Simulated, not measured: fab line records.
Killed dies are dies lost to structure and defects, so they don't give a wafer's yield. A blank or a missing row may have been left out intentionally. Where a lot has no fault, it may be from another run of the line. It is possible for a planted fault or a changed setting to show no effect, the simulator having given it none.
Which tool was responsible? :: flow gf180mcu :: 14 lots, 42 wafers sampled, at 6 steps of a route of 602

## WHAT EACH GAUGE READ, for each wafer
GF_STI_BOW_MEAS_00. Usual: INCOMING_BOW -1 um, standard deviation 5.8.
lot: L828
measured: day 1 10:00
on: film_metro-04
INCOMING_BOW (um): -5 3 3
flag: 

lot: L830
measured: day 1 20:00
on: film_metro-01
INCOMING_BOW (um): -8 6 8
flag: 

lot: L832
measured: day 2 06:01
on: film_metro-02
INCOMING_BOW (um): -2 -4 -2
flag: 

lot: L833
measured: day 2 11:00
on: film_metro-01
INCOMING_BOW (um): 0 -2 -1
flag: 

lot: L834
measured: day 2 16:01
on: film_metro-01
INCOMING_BOW (um): 2 -6 3
flag: 

lot: L838
measured: day 3 12:00
on: film_metro-04
INCOMING_BOW (um): -8 -5 8
flag: 

lot: L840
measured: day 3 22:04
on: film_metro-01
INCOMING_BOW (um): -7 1 4
flag: 

lot: L842
measured: day 4 08:00
on: film_metro-02
INCOMING_BOW (um): -1 3 0
flag: 

lot: L843
measured: day 4 13:00
on: film_metro-04
INCOMING_BOW (um): -9 -5 7
flag: 

lot: L844
measured: day 4 18:04
on: film_metro-04
INCOMING_BOW (um): -1 3 -6
flag: 

lot: L848
measured: day 5 14:00
on: film_metro-01
INCOMING_BOW (um): 10 13 1
flag: 

lot: L849
measured: day 5 19:00
on: film_metro-04
INCOMING_BOW (um): 12 7 7
flag: 

lot: L850
measured: day 6 00:01
on: film_metro-01
INCOMING_BOW (um): 7 -2 -2
flag: 

lot: L851
measured: day 6 05:00
on: film_metro-02
INCOMING_BOW (um): -7 -3 1
flag: 

GF_STI_THK_MEAS_24. Usual: STI_CVD_23_THK 649 nm, standard deviation 6.5.
lot: L828
measured: day 2 04:40
on: film_metro-02
STI_CVD_23_THK (nm): 652 655 655
flag: 

lot: L830
measured: day 2 13:59
on: film_metro-04
STI_CVD_23_THK (nm): 653 639 654
flag: 

lot: L832
measured: day 3 00:48
on: film_metro-02
STI_CVD_23_THK (nm): 653 660 656
flag: 

lot: L833
measured: day 3 04:50
on: film_metro-01
STI_CVD_23_THK (nm): 650 649 651
flag: 

lot: L834
measured: day 3 10:25
on: film_metro-02
STI_CVD_23_THK (nm): 647 643 651
flag: 

lot: L838
measured: day 4 08:23
on: film_metro-02
STI_CVD_23_THK (nm): 658 649 655
flag: 

lot: L840
measured: day 4 17:25
on: film_metro-02
STI_CVD_23_THK (nm): 647 646 640
flag: 

lot: L842
measured: day 5 03:13
on: film_metro-02
STI_CVD_23_THK (nm): 632 637 640
flag: 

lot: L843
measured: day 5 08:56
on: film_metro-02
STI_CVD_23_THK (nm): 650 654 648
flag: 

lot: L844
measured: day 5 13:16
on: film_metro-02
STI_CVD_23_THK (nm): 641 649 648
flag: 

lot: L848
measured: day 6 10:08
on: film_metro-02
STI_CVD_23_THK (nm): 638 641 640
flag: 

lot: L849
measured: day 6 15:36
on: film_metro-02
STI_CVD_23_THK (nm): 646 657 639
flag: 

lot: L850
measured: day 6 20:42
on: film_metro-02
STI_CVD_23_THK (nm): 643 652 641
flag: 

lot: L851
measured: day 7 02:21
on: film_metro-04
STI_CVD_23_THK (nm): 652 648 652
flag: 

GF_LVPWELL_TW_MEAS_11. Usual: LVPWELL_TW 560, standard deviation 3.4.
lot: L828
measured: day 3 23:18
on: film_metro-03
LVPWELL_TW: 558 563 559
flag: 

lot: L830
measured: day 4 07:48
on: film_metro-03
LVPWELL_TW: 558 559 557
flag: 

lot: L832
measured: day 4 18:50
on: film_metro-02
LVPWELL_TW: 555 559 560
flag: 

lot: L833
measured: day 5 01:23
on: film_metro-02
LVPWELL_TW: 560 561 562
flag: 

lot: L834
measured: day 5 06:24
on: film_metro-01
LVPWELL_TW: 564 564 564
flag: 

lot: L838
measured: day 6 07:17
on: film_metro-01
LVPWELL_TW: 562 564 565
flag: 

lot: L840
measured: day 6 17:11
on: film_metro-03
LVPWELL_TW: 558 554 555
flag: 

lot: L842
measured: day 7 04:12
on: film_metro-03
LVPWELL_TW: 674 671 671
flag: OFF

lot: L843
measured: day 7 09:41
on: film_metro-03
LVPWELL_TW: 557 557 557
flag: 

lot: L844
measured: day 7 13:50
on: film_metro-03
LVPWELL_TW: 555 554 557
flag: 

lot: L848
measured: day 8 12:43
on: film_metro-02
LVPWELL_TW: 676 677 675
flag: OFF

lot: L849
measured: day 8 20:14
on: film_metro-01
LVPWELL_TW: 679 677 676
flag: OFF

lot: L850
measured: day 9 00:47
on: film_metro-01
LVPWELL_TW: 560 561 561
flag: 

lot: L851
measured: day 9 08:10
on: film_metro-01
LVPWELL_TW: 561 563 561
flag: 

GF_VT_IMPLANT_RS_MEAS_48: the measuring method here is four-point-probe. Usual: LVPWELL_RS 1196 ohm/sq, standard deviation 3.1.
lot: L828
measured: day 7 15:47
on: film_metro-03
LVPWELL_RS (ohm/sq): 1192 1196 1195
flag: 

lot: L830
measured: day 8 02:11
on: film_metro-03
LVPWELL_RS (ohm/sq): 1191 1190 1190
flag: 

lot: L832
measured: day 8 15:52
on: film_metro-03
LVPWELL_RS (ohm/sq): 1196 1195 1196
flag: 

lot: L833
measured: day 8 23:38
on: film_metro-01
LVPWELL_RS (ohm/sq): 1197 1200 1198
flag: 

lot: L834
measured: day 9 05:13
on: film_metro-01
LVPWELL_RS (ohm/sq): 1199 1198 1196
flag: 

lot: L838
measured: day 10 10:49
on: film_metro-01
LVPWELL_RS (ohm/sq): 1193 1194 1195
flag: 

lot: L840
measured: day 10 22:07
on: film_metro-01
LVPWELL_RS (ohm/sq): 1198 1198 1198
flag: 

lot: L842
measured: day 11 11:51
on: film_metro-02
LVPWELL_RS (ohm/sq): 839 837 838
flag: OFF

lot: L843
measured: day 11 17:11
on: film_metro-03
LVPWELL_RS (ohm/sq): 1196 1201 1199
flag: 

lot: L844
measured: day 11 22:40
on: film_metro-02
LVPWELL_RS (ohm/sq): 1197 1201 1198
flag: 

lot: L848
measured: day 13 01:35
on: film_metro-03
LVPWELL_RS (ohm/sq): 839 839 840
flag: OFF

lot: L849
measured: day 13 12:31
on: film_metro-01
LVPWELL_RS (ohm/sq): 844 841 843
flag: OFF

lot: L850
measured: day 13 18:20
on: film_metro-03
LVPWELL_RS (ohm/sq): 1199 1200 1201
flag: 

lot: L851
measured: day 14 04:37
on: film_metro-02
LVPWELL_RS (ohm/sq): 1191 1191 1192
flag: 

## TOOL THAT RAN EACH LOT (tool first, then ch and the chambers of the sampled wafers, then the start)
lot: L828
GF_LVPWELL_IMPLANT_08: implanter-04 ch 0, day 3 22:54
GF_VT_IMPLANT_STRIP_09: plasma_asher-04 ch 0,1, day 5 17:14

lot: L830
GF_LVPWELL_IMPLANT_08: implanter-02 ch 0, day 4 07:24
GF_VT_IMPLANT_STRIP_09: plasma_asher-03 ch 0,1, day 6 02:17

lot: L832
GF_LVPWELL_IMPLANT_08: implanter-02 ch 0, day 4 18:28
GF_VT_IMPLANT_STRIP_09: plasma_asher-02 ch 0,1, day 6 15:02

lot: L833
GF_LVPWELL_IMPLANT_08: implanter-01 ch 0, day 5 00:59
GF_VT_IMPLANT_STRIP_09: plasma_asher-03 ch 0,1, day 6 22:34

lot: L834
GF_LVPWELL_IMPLANT_08: implanter-04 ch 0, day 5 06:01
GF_VT_IMPLANT_STRIP_09: plasma_asher-02 ch 0,1, day 7 03:35

lot: L838
GF_LVPWELL_IMPLANT_08: implanter-01 ch 0, day 6 06:53
GF_VT_IMPLANT_STRIP_09: plasma_asher-03 ch 0,1, day 8 07:01

lot: L840
GF_LVPWELL_IMPLANT_08: implanter-04 ch 0, day 6 16:50
GF_VT_IMPLANT_STRIP_09: plasma_asher-03 ch 0,1, day 8 17:17

lot: L842
GF_LVPWELL_IMPLANT_08: implanter-04 ch 0, day 7 03:29
GF_VT_IMPLANT_STRIP_09: plasma_asher-02 ch 0,1, day 9 05:20

lot: L843
GF_LVPWELL_IMPLANT_08: implanter-01 ch 0, day 7 09:17
GF_VT_IMPLANT_STRIP_09: plasma_asher-02 ch 0,1, day 9 10:43

lot: L844
GF_LVPWELL_IMPLANT_08: implanter-04 ch 0, day 7 13:29
GF_VT_IMPLANT_STRIP_09: plasma_asher-04 ch 0,1, day 9 15:53

lot: L848
GF_LVPWELL_IMPLANT_08: implanter-04 ch 0, day 8 11:50
GF_VT_IMPLANT_STRIP_09: plasma_asher-04 ch 0,1, day 10 16:50

lot: L849
GF_LVPWELL_IMPLANT_08: implanter-02 ch 0, day 8 19:19
GF_VT_IMPLANT_STRIP_09: plasma_asher-04 ch 0,1, day 11 01:44

lot: L850
GF_LVPWELL_IMPLANT_08: implanter-02 ch 0, day 9 00:24
GF_VT_IMPLANT_STRIP_09: plasma_asher-02 ch 0,1, day 11 06:40

lot: L851
GF_LVPWELL_IMPLANT_08: implanter-01 ch 0, day 9 07:46
GF_VT_IMPLANT_STRIP_09: plasma_asher-03 ch 0,1, day 11 15:25
- GF_LVPWELL_IMPLANT_08
- GF_VT_IMPLANT_STRIP_09: strips in O2/N2.

## WHAT THE TOOLS THEMSELVES READ (means of the sampled wafers that have a number; where no wafer has one, the mark that the record gives instead)
GF_VT_IMPLANT_STRIP_09. Usual: drypump_motor_current_A 5.7 A, standard deviation 0.7; heater_power_w 341 W, standard deviation 35; oes_product_au 0.715 a.u., standard deviation 0.0046; strip_time_to_endpoint_s 12.63 s, standard deviation 0.038.
lot: L828
tool: plasma_asher-04
drypump_motor_current_A (A): 6.1
heater_power_w (W): 361
oes_product_au (a.u.): 0.719
strip_time_to_endpoint_s (s): 12.68
flag: 

lot: L830
tool: plasma_asher-03
drypump_motor_current_A (A): 5.0
heater_power_w (W): 307
oes_product_au (a.u.): 0.713
strip_time_to_endpoint_s (s): 12.66
flag: 

lot: L832
tool: plasma_asher-02
drypump_motor_current_A (A): 5.9
heater_power_w (W): 333
oes_product_au (a.u.): 0.719
strip_time_to_endpoint_s (s): 12.57
flag: 

lot: L833
tool: plasma_asher-03
drypump_motor_current_A (A): 4.8
heater_power_w (W): 333
oes_product_au (a.u.): 0.718
strip_time_to_endpoint_s (s): 12.63
flag: 

lot: L834
tool: plasma_asher-02
drypump_motor_current_A (A): 6.3
heater_power_w (W): 329
oes_product_au (a.u.): 0.715
strip_time_to_endpoint_s (s): 12.65
flag: 

lot: L838
tool: plasma_asher-03
drypump_motor_current_A (A): 4.8
heater_power_w (W): 339
oes_product_au (a.u.): 0.713
strip_time_to_endpoint_s (s): 12.60
flag: 

lot: L840
tool: plasma_asher-03
drypump_motor_current_A (A): 4.8
heater_power_w (W): 337
oes_product_au (a.u.): 0.713
strip_time_to_endpoint_s (s): 12.63
flag: 

lot: L842
tool: plasma_asher-02
drypump_motor_current_A (A): 6.3
heater_power_w (W): 329
oes_product_au (a.u.): 0.715
strip_time_to_endpoint_s (s): 12.65
flag: 

lot: L843
tool: plasma_asher-02
drypump_motor_current_A (A): 6.4
heater_power_w (W): 327
oes_product_au (a.u.): 0.713
strip_time_to_endpoint_s (s): 12.67
flag: 

lot: L844
tool: plasma_asher-04
drypump_motor_current_A (A): 6.1
heater_power_w (W): 378
oes_product_au (a.u.): 0.717
strip_time_to_endpoint_s (s): 12.60
flag: 

lot: L848
tool: plasma_asher-04
drypump_motor_current_A (A): 6.1
heater_power_w (W): 379
oes_product_au (a.u.): 0.715
strip_time_to_endpoint_s (s): 12.63
flag: 

lot: L849
tool: plasma_asher-04
drypump_motor_current_A (A): 6.1
heater_power_w (W): 355
oes_product_au (a.u.): 0.717
strip_time_to_endpoint_s (s): 12.70
flag: 

lot: L850
tool: plasma_asher-02
drypump_motor_current_A (A): 6.3
heater_power_w (W): 331
oes_product_au (a.u.): 0.714
strip_time_to_endpoint_s (s): 12.62
flag: 

lot: L851
tool: plasma_asher-03
drypump_motor_current_A (A): 4.8
heater_power_w (W): 334
oes_product_au (a.u.): 0.717
strip_time_to_endpoint_s (s): 12.63
flag: 

## THE ANSWER, worked out from the rows above alone
Rule: lot off if the mean of its wafers having a number is beyond 3 standard deviations from the usual mean. Also off: a lot with no number at a reading for which 4 or more lots have one. Where the step has rows for the other lots, those lots are counted as sound. First the gauges in route order, then the tools' own readings, where a lot's mean is used as printed above. The first step at which some lot is off is used, and at that step the reading that is off furthest; a lot without a number counts as furthest.
Off: at GF_LVPWELL_TW_MEAS_11 (LVPWELL_TW), L842, L848, L849.
If a tool, at a process step before that reading, ran all the lots that are off and no sound lot after the first of them, it fits. Those tools and the gauges at GF_LVPWELL_TW_MEAS_11 are tried in the same way. None of those tried fits.

## WHAT THE SIMULATOR HAD PUT IN
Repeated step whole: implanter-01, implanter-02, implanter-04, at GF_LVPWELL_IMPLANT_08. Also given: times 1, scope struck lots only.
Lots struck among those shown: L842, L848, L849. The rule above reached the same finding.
